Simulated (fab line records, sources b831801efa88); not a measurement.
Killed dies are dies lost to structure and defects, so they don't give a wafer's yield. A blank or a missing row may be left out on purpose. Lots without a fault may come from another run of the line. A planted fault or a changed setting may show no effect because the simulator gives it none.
Chamber matching | flow gf180mcu | GF_V2_ETCH_16 on rie_diel-02: 4 sister chambers
The step etches BARC in N2/H2. 7 wafers are shown with their chamber, then 10 later ones without.

WAFERS WITH THEIR CHAMBER
wafer  | chamber | drypump_motor_current_A (A) | throttle_valve_pct (%)
L821.3 | 2       | 5.7                         | 13.231
L821.6 | 2       | 5.6                         | 13.218
L826.6 | 0       | 6.4                         | 13.237
L828.3 | 1       | 4.9                         | 13.233
L828.5 | 0       | 6.5                         | 13.237
L830.4 | 3       | 5.2                         | 13.217
L830.5 | 3       | 5.2                         | 13.213

WAFERS WITHOUT THEIR CHAMBER
wafer  | drypump_motor_current_A (A) | throttle_valve_pct (%)
L830.6 | 6.4                         | 13.241
L835.3 | 5.7                         | 13.226
L835.4 | 5.0                         | 13.211
L835.5 | 5.7                         | 13.224
L836.4 | 5.7                         | 13.236
L836.5 | 5.7                         | 13.236
L836.6 | 5.2                         | 13.230
L837.2 | 4.9                         | 13.215
L837.3 | 5.2                         | 13.226
L837.5 | 5.3                         | 13.227

WHICH CHAMBER EACH WENT THROUGH
wafer  | from the rows above     | in truth
L830.6 | 0                       | 0
L835.3 | 2                       | 2
L835.4 | can't be placed: 3 or 1 | 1
L835.5 | 2                       | 2
L836.4 | 2                       | 2
L836.5 | 2                       | 2
L836.6 | 3                       | 3
L837.2 | can't be placed: 1 or 3 | 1
L837.3 | 3                       | 3
L837.5 | 3                       | 3
Placed correctly: 8 of 10. Can't be placed from these rows: 2 (the true chamber is among the candidates in 2). Placed wrongly: 0.
How it was worked out, from the rows above alone: a wafer's distance from a chamber is the root of the sum, over the readings, of the square of ((its reading less the chamber's mean) divided by the reading's scatter). The wafer belongs to the nearest chamber; if the next one is less than 2 further off, it can't be placed. A chamber's mean is the mean of its shown wafers. The scatter: the root of (the sum of the squares of (reading less its chamber's mean) over the shown wafers, divided by (wafers less chambers)).
